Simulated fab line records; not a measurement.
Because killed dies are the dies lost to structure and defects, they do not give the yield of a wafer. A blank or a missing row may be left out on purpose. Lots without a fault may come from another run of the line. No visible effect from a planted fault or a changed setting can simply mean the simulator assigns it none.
Problem report, 8D (eight disciplines) form, completed by code | flow gf180mcu | the parts of the form that need people (team, actions taken, sign-off) are left out

## 1. THE ISSUE
Wafers free of any fault read 2432 (standard deviation 14) for HV_LDD_TW at GF_HV_LDD_TW_MEAS_11, against a mean of 2608 on 6 wafers of 2 lots. Measured from the usual mean, that is +13 standard deviations.
Earliest sighting: wafer L822.1 on film metro-04 at day 13 15:45. The record has a number at this step for 33 wafers belonging to 11 lots. Rule for "out" (also "out of limits"): further than 4 standard deviations from the usual mean. The rest of the wafers with a number are treated as sound.

## 2. WHAT IT IS, WHAT IT ISN'T
question                    | is                           | is not
which readings at this step | HV_LDD_TW                    | -
which lots                  | L822, L823                   | L811, L812, L813, L815, L816, L827, L831, L832, L833
which wafers of those lots  | all that have a number       | -
read on which gauges        | film metro-02, film metro-04 | film metro-01
when                        | from day 13 15:45            | up to then (15 sound wafers); but 12 sound wafers of L827, L831, L832, L833 came after

## 3. WHAT RULES OUT EACH SUSPECT
Counting: a tool stays on the suspect list if, at a process step up to the reading, it processed all lots that are out and no sound lot following the first of them.
- the gauge at GF_HV_LDD_TW_MEAS_11 has been ruled out. Those wafers that are out were read across 2 gauges (film metro-02, film metro-04).
- implanter-04 at GF_HV_LDD_IMPLANT_09: ruled out as a lasting fault. Sound lots L832, L833 ran on it after its first lot that is out, L822 (day 13 15:28).
Left after counting: nothing in the record.

## 4. THE CAUSE (what the simulator had put in)
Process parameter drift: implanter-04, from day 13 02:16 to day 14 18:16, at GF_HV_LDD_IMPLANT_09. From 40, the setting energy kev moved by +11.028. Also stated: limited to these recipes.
Counting ruled it out, wrongly: the rule takes a fault to strike every lot that its tool runs from its start on, and this one did not.

## 5. THE EFFECT CHAIN, in route order
Each row: a reading whose mean over the struck wafers that have a number lies more than 3 standard deviations from the usual. Only readings for which the record gives a usual standard deviation are gone through. hours: the time from each lot's start at the first step in this table that gives one to its start at this step, as a median over the lots. sigmas: the change in usual standard deviations.
hours | step                 | reading         | usual        | on struck wafers | change  | sigmas
0     | GF_HV_LDD_IMPLANT_09 | beam energy keV | 40.000       | 51.019           | +11.019 | +99 or more
0     | GF_HV_LDD_TW_MEAS_11 | HV_LDD_TW       | 2432         | 2608             | +176    | +13
65    | GF_HV_LDD_RS_MEAS_53 | HV_LDD_RS       | 418.3 ohm/sq | 412.8            | -5.5    | -5.6
Process steps it contains:
- GF_HV_LDD_IMPLANT_09

## 6. HOW IT WOULD HAVE BEEN CAUGHT EARLIER
Counted from the fault's start at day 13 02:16, it took 13 hours until the first out-of-limits reading at a measuring or inspecting step in this record, taken at day 13 15:45.
Tool's own readings at GF_HV_LDD_IMPLANT_09, beam energy keV: out on all struck wafers the step has rows for; an alarm limit on them would have tripped on the first.
